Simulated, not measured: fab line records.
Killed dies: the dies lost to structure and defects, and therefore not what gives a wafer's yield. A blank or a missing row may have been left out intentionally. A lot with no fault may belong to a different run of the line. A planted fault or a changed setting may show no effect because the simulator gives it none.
fab line records	flow sky130
record: lots: 12	wafers: 36	lastDay: 50
route steps=708 shown LI_CONTACT@383 LOCAL_INTERCONNECT@399 CONTACT@410 PAD_OPEN@708
lots that met no fault: from a run of the same line without faults
startH: hours from the record's first day to the start of the lot's first wafer shown	waitH: how many hours have passed since the lot's step before this one	" identical to the entry in the row above	L1.1+2: several wafers, shown together as one row	- value missing, or start not given	* or withheld: withheld	< > ~ a bound
route shown NAME@n: a module of which the file shows steps, and the number in the route of the first	usual: average and standard deviation across the fault-free wafers	same: alike in all rows	chamber/n: place in a boat	sites: each site's reading	_std_site: standard deviation of those values	_edge_site: the outer-site mean with the inner-site mean subtracted	radiusMm: how far each site lies from the wafer's centre	mask NAME#n: copy n	behind: tool/chamber where the wafer was last shaped	hold: the reason the lot was held/the length of the hold in hours/how it ended	device: which transistor (n, p or np) failed to switch	end of line: the same wafers' tests at the end of the route	for a step that has no rows: nothing shown but its recipe	killed: dies that structure and defects cost at the first sort, which is not the same as the wafer's yield	map: a wafer's dies, marking killed ones x, the rest . and places with no die _
set.NAME: the setting the step ran with; set.NAME@STEP: the setting that earlier step ran with	model.NAME: the simulator's own value behind a step, which no gauge read
one table for each step of the route and one row for each wafer, over a sample of lots
services: from which hour (startH, from the record's first day; less than 0 if before it) a tool's chamber was out of use, for how many hours, and why
== steps ==
step: SKY_LI_CONTACT_CVD_21
recipe: material: W	targetThkNm: 400	timeS: 120.56	tempC: 400	pressureTorr: 40
usual: heaterPowerW: 898/81
lot.wafer	tool	chamber	startH	waitH	heaterPowerW
L183.3	cvdW-02	1	675.81	0.1	870
L183.4	"	0	"	"	1001
L183.5	"	1	"	"	864
L184.4	cvdW-01	1	678.26	0.1	878
L184.5	"	1	"	"	877
L184.6	"	0	"	"	797
L185.1	cvdW-01	1	687.30	0.0	863
L185.2	"	0	"	"	792
L185.4	"	0	"	"	768
L187.2	cvdW-01	1	710.00	0.0	890
L187.5	"	1	"	"	866
L187.6	"	0	"	"	810
L191.2	cvdW-02	0	744.64	0.0	1023
L191.4	"	0	"	"	1021
L191.6	"	0	"	"	998
L192.1	cvdW-01	0	754.05	0.0	792
L192.2	"	1	"	"	880
L192.3	"	0	"	"	801
L193.2	cvdW-02	0	768.06	0.1	1026
L193.3	"	0	"	"	1023
L193.4	"	0	"	"	1036
L201.1	cvdW-01	0	833.40	0.0	811
L201.3	"	0	"	"	817
L201.6	"	0	"	"	821
L202.2	cvdW-01	1	839.67	0.0	898
L202.4	"	0	"	"	823
L202.6	"	1	"	"	878
L203.1	cvdW-02	0	840.40	0.0	1044
L203.2	"	1	"	"	879
L203.5	"	1	"	"	894
L204.1	cvdW-02	1	850.90	0.0	891
L204.5	"	0	"	"	1050
L204.6	"	1	"	"	903
L205.4	cvdW-01	0	856.91	0.1	811
L205.5	"	1	"	"	880
L205.6	"	0	"	"	816
step: SKY_LI_CONTACT_CMP_24
recipe: stopOn: PSG	tOverpolishS: 20	downForcePsi: 3.5	platenRpm: 60	targetThkNm: 0	padVelocityMS: 0.94248
usual: motorCurrentA: 11.8/1	overpolishRunS: 20.001/0.0092	timeToEndpointS: 96/5
lot.wafer	tool	chamber	startH	waitH	motorCurrentA	overpolishRunS	timeToEndpointS
L183.3	cmp-02	1	676.07	0.0	12.2	19.997	100
L183.4	"	0	"	"	13.1	20.015	91
L183.5	"	1	"	"	12.1	19.986	104
L184.4	cmp-01	3	678.62	0.1	10.4	20.002	98
L184.6	"	1	"	"	12.9	20.004	101
L184.5	"	2	"	"	12.2	20.001	102
L185.1	cmp-02	3	687.60	0.1	10.3	20.003	91
L185.2	"	0	"	"	13.1	19.996	87
L185.4	"	2	"	"	11.3	20.031	97
L187.2	cmp-01	2	710.35	0.1	11.9	19.977	97
L187.6	"	1	"	"	12.4	19.998	92
L187.5	"	2	"	"	12.4	20.008	99
L191.2	cmp-02	1	745.04	0.1	11.6	20.007	97
L191.4	"	2	"	"	10.2	19.990	96
L191.6	"	3	"	"	10.4	19.987	91
L192.1	cmp-02	2	754.35	0.1	10.7	20.000	97
L192.3	"	0	"	"	12.7	20.001	88
L192.2	"	1	"	"	11.1	19.998	94
L193.3	cmp-01	2	768.50	0.1	11.9	20.001	105
L193.2	"	3	"	"	11.2	19.994	96
L193.4	"	0	"	"	12.1	20.016	94
L201.1	cmp-02	1	833.74	0.1	11.8	20.005	96
L201.3	"	2	"	"	10.7	20.012	101
L201.6	"	2	"	"	10.5	20.007	93
L202.2	cmp-01	1	839.98	0.0	12.6	20.009	95
L202.4	"	3	"	"	10.7	19.986	101
L202.6	"	1	"	"	12.2	19.992	97
L203.2	cmp-02	3	840.71	0.0	10.7	19.995	90
L203.1	"	2	"	"	10.5	20.006	95
L203.5	"	3	"	"	11.7	19.998	91
L204.1	cmp-01	0	851.31	0.1	12.1	19.991	94
L204.5	"	2	"	"	12.5	19.989	98
L204.6	"	3	"	"	11.0	20.005	97
L205.4	cmp-02	1	857.28	0.1	11.1	20.000	102
L205.5	"	3	"	"	11.3	20.003	91
L205.6	"	0	"	"	13.6	19.986	90
step: SKY_LOCAL_INTERCONNECT_OVL_MEAS_12
usual: LOCAL_INTERCONNECT_OVL: 1/4.3
lot.wafer	tool	chamber	startH	waitH	LOCAL_INTERCONNECT_OVL[nm]
L183.3	overlay-02	-	704.27	0.1	0
L183.4	"	-	"	"	-5
L183.5	"	-	"	"	0
L184.4	overlay-02	-	706.93	0.1	7
L184.5	"	-	"	"	3
L184.6	"	-	"	"	3
L185.1	overlay-01	-	715.87	0.1	-1
L185.2	"	-	"	"	-3
L185.4	"	-	"	"	2
L187.2	overlay-02	-	739.08	0.1	-4
L187.5	"	-	"	"	1
L187.6	"	-	"	"	-3
L191.2	overlay-02	-	772.16	0.1	-5
L191.4	"	-	"	"	0
L191.6	"	-	"	"	1
L192.1	overlay-01	-	781.12	0.1	1
L192.2	"	-	"	"	-1
L192.3	"	-	"	"	0
L193.2	overlay-02	-	795.78	0.1	-2
L193.3	"	-	"	"	-3
L193.4	"	-	"	"	1
L201.1	overlay-01	-	860.22	0.1	4
L201.3	"	-	"	"	-1
L201.6	"	-	"	"	-7
L202.2	overlay-01	-	866.37	0.1	6
L202.4	"	-	"	"	12
L202.6	"	-	"	"	1
L203.1	overlay-01	-	867.31	0.1	4
L203.2	"	-	"	"	1
L203.5	"	-	"	"	-3
L204.1	overlay-01	-	877.42	0.1	3
L204.5	"	-	"	"	4
L204.6	"	-	"	"	4
L205.4	overlay-01	-	883.79	0.1	-6
L205.5	"	-	"	"	-6
L205.6	"	-	"	"	3
step: SKY_CONTACT_CMP_04
recipe: material: SiO2	downForcePsi: 4	platenRpm: 60	padVelocityMS: 0.94248
usual: motorCurrentA: 12.8/1.1	timeToEndpointS: 81/4.8
lot.wafer	tool	chamber	startH	waitH	motorCurrentA	timeToEndpointS
L183.3	cmp-02	1	705.29	0.1	12.2	81
L183.4	"	3	"	"	12.0	74
L183.5	"	0	"	"	15.1	72
L184.4	cmp-02	1	707.87	0.0	13.0	77
L184.5	"	1	"	"	12.6	78
L184.6	"	2	"	"	11.8	78
L185.1	cmp-01	2	716.84	0.1	12.5	85
L185.2	"	3	"	"	12.2	88
L185.4	"	1	"	"	14.2	84
L187.2	cmp-01	0	740.15	0.0	14.8	80
L187.5	"	0	"	"	13.7	79
L187.6	"	1	"	"	14.0	87
L191.4	cmp-01	2	773.17	0.1	13.5	83
L191.2	"	0	"	"	13.8	76
L191.6	"	2	"	"	12.9	84
L192.3	cmp-02	0	782.20	0.0	13.5	108
L192.2	"	1	"	"	12.0	109
L192.1	"	2	"	"	11.2	109
L193.2	cmp-02	0	796.78	0.0	14.4	108
L193.4	"	1	"	"	12.6	109
L193.3	"	3	"	"	11.8	107
L201.1	cmp-01	0	861.19	0.1	14.7	73
L201.3	"	2	"	"	13.2	78
L201.6	"	1	"	"	14.1	77
L202.2	cmp-02	0	867.37	0.1	14.3	75
L202.4	"	1	"	"	13.0	85
L202.6	"	0	"	"	14.3	76
L203.1	cmp-01	1	868.27	0.1	14.0	83
L203.2	"	3	"	"	11.8	85
L203.5	"	2	"	"	13.4	82
L204.1	cmp-02	3	878.59	0.1	12.6	79
L204.6	"	2	"	"	11.9	87
L204.5	"	3	"	"	11.7	79
L205.4	cmp-02	1	884.74	0.0	12.2	89
L205.6	"	1	"	"	12.1	88
L205.5	"	2	"	"	11.5	86
step: SKY_CONTACT_ETCH_17
recipe: target: SiO2	chemistry: C4F8/O2/Ar	stopOn: Si3N4	maskMaterial: KrF-thick	sourceW: 1500	biasW: 1200	pressureMtorr: 40	c4f8FlowSccm: withheld	O2_flow_sccm: 6	Ar_flow_sccm: 300	timeS: withheld	targetDepthA: 3400
usual: biasW: 1200/3.6	oesProductAu: 0.891/0.0047
lot.wafer	tool	chamber	startH	waitH	biasW	oesProductAu
L183.3	rieDiel-04	3	733.65	0.0	1200	0.890
L183.4	"	0	"	"	1195	0.887
L183.5	"	0	"	"	1196	0.894
L184.4	rieDiel-04	1	736.88	0.0	1195	0.887
L184.5	"	0	"	"	1205	0.893
L184.6	"	3	"	"	1193	0.885
L185.1	rieDiel-04	2	744.51	0.0	1199	0.887
L185.2	"	3	"	"	1200	0.895
L185.4	"	0	"	"	1196	0.896
L187.2	rieDiel-04	0	767.95	0.0	1205	0.887
L187.5	"	2	"	"	1195	0.886
L187.6	"	1	"	"	1196	0.886
L191.2	rieDiel-01	1	800.86	0.0	1199	0.897
L191.4	"	0	"	"	1201	0.896
L191.6	"	0	"	"	1199	0.899
L192.1	rieDiel-04	2	809.85	0.0	1204	0.991
L192.2	"	1	"	"	1205	0.994
L192.3	"	3	"	"	1197	0.982
L193.2	rieDiel-03	2	824.66	0.0	1204	0.989
L193.3	"	1	"	"	1204	0.997
L193.4	"	3	"	"	1201	0.999
L201.1	rieDiel-01	0	887.83	0.0	1207	0.890
L201.3	"	3	"	"	1208	0.898
L201.6	"	0	"	"	1202	0.888
L202.2	rieDiel-01	3	893.28	0.0	1203	0.893
L202.4	"	0	"	"	1197	0.888
L202.6	"	1	"	"	1200	0.890
L203.1	rieDiel-04	3	895.08	0.0	1198	0.884
L203.2	"	1	"	"	1199	0.887
L203.5	"	3	"	"	1200	0.896
L204.1	rieDiel-03	1	905.38	0.0	1201	0.892
L204.5	"	0	"	"	1195	0.894
L204.6	"	3	"	"	1201	0.894
L205.4	rieDiel-04	3	910.80	0.0	1194	0.889
L205.5	"	3	"	"	1198	0.886
L205.6	"	0	"	"	1197	0.886
step: SKY_PAD_OPEN_PROBE_99
usual: killed_at_M0_to_M3: 43/7.3	killed_at_M4_up: 3.4/1.7	killedAtContacts: 24/4.5	killedAtFrontEnd: 16/4.4	killedAtOther: 0.2/0.51	killedDies: 86/9.7	killedOnRim: 17/3.7	killedOpen: 46/6.6	killedShort: 39/7.1
same: grossDies: 492	killedAtBackSide: 0
lot.wafer	tool	chamber	startH	waitH	killed_at_M0_to_M3	killed_at_M4_up	killedAtContacts	killedAtFrontEnd	killedAtOther	killedDies	killedOnRim	killedOpen	killedShort
L192.1	prober-01	-	1129.91	0.1	47	2	250	12	0	311	24	50	31
L192.2	prober-01	-	1129.96	0.1	38	3	189	11	0	241	47	38	31
L192.3	prober-01	-	1130.01	0.2	40	2	341	15	0	398	52	37	47
L193.2	prober-01	-	1139.22	0.1	37	6	50	19	0	112	18	38	43
L193.3	prober-01	-	1139.27	0.2	34	2	144	14	0	194	26	46	30
L193.4	prober-01	-	1139.32	0.2	39	4	129	19	0	191	41	50	38
killed by level:class
L192.1 CONTACT:areaCmp=230 VIA1:geometricParticle:open=17 METAL2:geometricParticle:short=8 CONTACT:geometricParticle:open=8 VIA3:geometricParticle:open=8 LI_CONTACT:geometricParticle:open=6 VIA1:geometricParticle:short=5 METAL1:geometricParticle:short=4
L192.2 CONTACT:areaCmp=172 VIA1:geometricParticle:open=9 VIA3:geometricParticle:open=8 CONTACT:geometricParticle:short=6 CONTACT:geometricParticle:open=5 VIA1:geometricParticle:short=5 FIELD_ISO:geometricParticle:short=4 LI_CONTACT:geometricParticle:open=4
L192.3 CONTACT:areaCmp=314 VIA1:geometricParticle:open=12 FIELD_ISO:geometricParticle:short=8 CONTACT:geometricParticle:short=6 LI_CONTACT:geometricParticle:open=5 LI_CONTACT:geometricParticle:short=5 VIA3:geometricParticle:open=5 VIA2:geometricParticle:short=5
L193.2 CONTACT:areaCmp=30 VIA2:geometricParticle:open=8 LI_CONTACT:geometricParticle:open=7 VIA3:geometricParticle:open=7 FIELD_ISO:geometricParticle:short=6 METAL1:geometricParticle:short=6 POLY_GATE:geometricParticle:short=5 CONTACT:geometricParticle:open=5
L193.3 CONTACT:areaCmp=118 CONTACT:geometricParticle:open=9 VIA1:geometricParticle:open=9 LI_CONTACT:geometricParticle:open=7 CONTACT:geometricParticle:short=6 VIA2:geometricParticle:open=6 VIA3:geometricParticle:open=6 POLY_GATE:geometricParticle:short=4
L193.4 CONTACT:areaCmp=103 VIA1:geometricParticle:open=14 CONTACT:geometricParticle:open=10 CONTACT:geometricParticle:short=6 VIA3:geometricParticle:open=6 FIELD_ISO:geometricParticle:short=5 FIELD_ISO:geometricParticle:open=5 POLY_GATE:geometricParticle:short=5
== services ==
tool	chamber	startH	hours	kind
rieDiel-04	2	688.98	5.5	repair
cvdW-01	-	699.22	1.2	repair
cmp-02	-	700.50	3.7	repair
cvdW-02	-	720.07	1.1	repair
cmp-01	-	737.15	1.1	repair
cmp-02	-	742.00	1.2	repair
cmp-01	-	744.00	4.0	pm
rieDiel-04	3	757.67	8.2	repair
cvdW-01	-	758.51	14.6	pm
cmp-01	-	760.63	5.4	pm
cvdW-02	1	765.43	15.8	repair
cmp-02	-	774.88	3.5	repair
cvdW-02	-	798.47	6.0	pm
cvdW-01	1	798.69	14.9	repair
cmp-02	-	817.34	4.3	pm
cmp-01	-	824.61	0.8	repair
cvdW-01	-	832.62	0.3	repair
cvdW-01	1	836.56	1.5	repair
rieDiel-04	0	870.81	1.3	repair
cmp-01	-	871.74	0.4	repair
cmp-01	-	886.63	3.1	repair
cmp-02	-	897.36	14.7	repair
rieDiel-04	1	900.85	2.5	repair
cvdW-01	-	904.00	14.0	pm
== key ==
firstSign: step: SKY_CONTACT_CMP_04	reading: timeToEndpointS	direction: up	sigmas: 5.7	usual: *	struck: *
effect: step: SKY_CONTACT_ETCH_17	reading: oesProductAu	direction: up	sigmas: 21	usual: 0.891	struck: 0.992
effect: step: SKY_PAD_OPEN_PROBE_99	reading: killedAtContacts	direction: up	sigmas: 35	usual: 24	struck: 184
moreKillsBornAt: SKY_CONTACT_CMP_04@cmp-02: 967
metAt SKY_CONTACT_CMP_04
struckLots L192,L193
laterRowsLeftOut L192.3
testerLeftOut L192,L193
notActingAt SKY_LI_CONTACT_CVD_21,SKY_LI_CONTACT_CMP_24,SKY_LOCAL_INTERCONNECT_OVL_MEAS_12
onsetBetween 707.87 782.20
fault: kind: processParameterDrift	tool: cmp-02	chamber: -	onsetH: 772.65	steps: SKY_CONTACT_CMP_04	channel: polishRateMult	offset: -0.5	shape: step	endH: 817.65
testerLeftOut: of these lots the tester's yield and bins aren't shown, on N5 and GAA mostly nor the transistor test; their killed dies are dies lost to structure and defects alone, not to doping, threshold or leakage, so they don't give the yield
laterRowsLeftOut: the simulator's readings of these wafers behind a module that went badly wrong aren't trusted and aren't shown, but for the sort
